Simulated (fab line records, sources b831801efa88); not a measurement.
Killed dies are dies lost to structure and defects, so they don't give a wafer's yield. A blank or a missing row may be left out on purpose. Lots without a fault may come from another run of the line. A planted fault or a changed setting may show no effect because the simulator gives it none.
A struck lot beside a sound one | flow sfq_line | 13 steps out of a route of 325
Sound: wafers L629.2, L629.3, L629.6. Struck: wafers L633.2, L633.4, L633.6. The cause comes at the end.
At each step with rows: each side's tool, then ch and its chambers, then its first start. Under that, the readings that differ: sound wafers | struck wafers | difference of the means | sigmas: that difference in standard deviations of wafers without a fault.
alike: readings whose means differ by less than 2 such deviations, and words and numbers that are the same on both sides. not compared: withheld readings, readings that some wafer has no value for, bounds like >300 that may hide the same value, and numbers for which the record gives no deviation and whose values overlap.
The two part at a step that has a row with sigmas, a row that says differs or no value, or rows on one side only. Numbers that don't overlap but have no deviation are shown without sigmas and don't part them. A reading that every wafer of one side lacks parts them only if that side has two wafers or more.

first, 2 steps without rows for these wafers: SFQ_TRILAYER_I2_VIA_STRIP_SOLV_CLEAN_072 (cleans in NMP, time 600 s); SFQ_TRILAYER_M3_DEP_PRE_CLEAN_074 (time 22.5 s).
SFQ_TRILAYER_M3_DEP_SPUTTER_073: material Nb, target thk 200 nm, time 133.3 s.
  sound on pvd_sputter-06, day 48 04:25; struck on pvd_sputter-05, day 50 04:37
  alike: throttle_valve_pct
SFQ_M3_RS_MEAS_919: measures by four-point-probe.
  sound on film_metro-03, day 48 04:31; struck on film_metro-01, day 50 04:44
  alike: M3_NB_RS
then, 6 steps without rows for these wafers: SFQ_TRILAYER_M3_LITHO_COAT_080 (resist thk 62 nm); SFQ_TRILAYER_M3_LITHO_COAT_075 (resist thk 600 nm); SFQ_TRILAYER_M3_LITHO_SOFTBAKE_079; SFQ_TRILAYER_M3_LITHO_EXPOSE_076 (exposes mask M3, target cd 500 nm); SFQ_TRILAYER_M3_LITHO_PEB_078 (peb time 60 s); SFQ_TRILAYER_M3_LITHO_DEVELOP_077 (time 60 s).
SFQ_M3_OVL_MEAS_921:
  sound on overlay-01, day 48 06:59; struck on overlay-01, day 50 07:09
  reading     | sound    | struck   | difference | sigmas
  M3_OVL (nm) | -4 -2 -8 | 15 15 13 | +19        | +3
SFQ_TRILAYER_M3_BARC_OPEN_METAL_ETCH_100: etches BARC in O2, target depth 125 nm, time 41.7 s.
  sound on rie_metal-03 ch 0,1, day 48 07:01; struck on rie_metal-03 ch 0,1, day 50 07:11
  reading               | sound             | struck            | difference | sigmas
  oes_product_au (a.u.) | 0.685 0.679 0.689 | 0.707 0.705 0.706 | +0.022     | +5
  run_length_s (s)      | 69.6 69.7 70.1    | 67.6 68.8 68.5    | -1.5       | -3
  alike: drypump_motor_current_A, he_backside_leak_sccm
  not compared: rf_hours_counter_h
SFQ_TRILAYER_M3_ETCH_METAL_ETCH_078: etches Nb in Cl2/Ar, stops on SiO2, target depth 240 nm, time 120 s.
  sound on rie_metal-03 ch 0,1, day 48 07:04; struck on rie_metal-03 ch 0,1, day 50 07:14
  alike: drypump_motor_current_A, he_backside_leak_sccm, oes_product_au, run_length_s
  not compared: rf_hours_counter_h

WHERE THEY PART
First at SFQ_M3_OVL_MEAS_921; last, within this record, at SFQ_TRILAYER_M3_BARC_OPEN_METAL_ETCH_100. Later steps at which nothing parts them and some readings are alike: SFQ_TRILAYER_M3_ETCH_METAL_ETCH_078.

WHY: what the simulator had put in
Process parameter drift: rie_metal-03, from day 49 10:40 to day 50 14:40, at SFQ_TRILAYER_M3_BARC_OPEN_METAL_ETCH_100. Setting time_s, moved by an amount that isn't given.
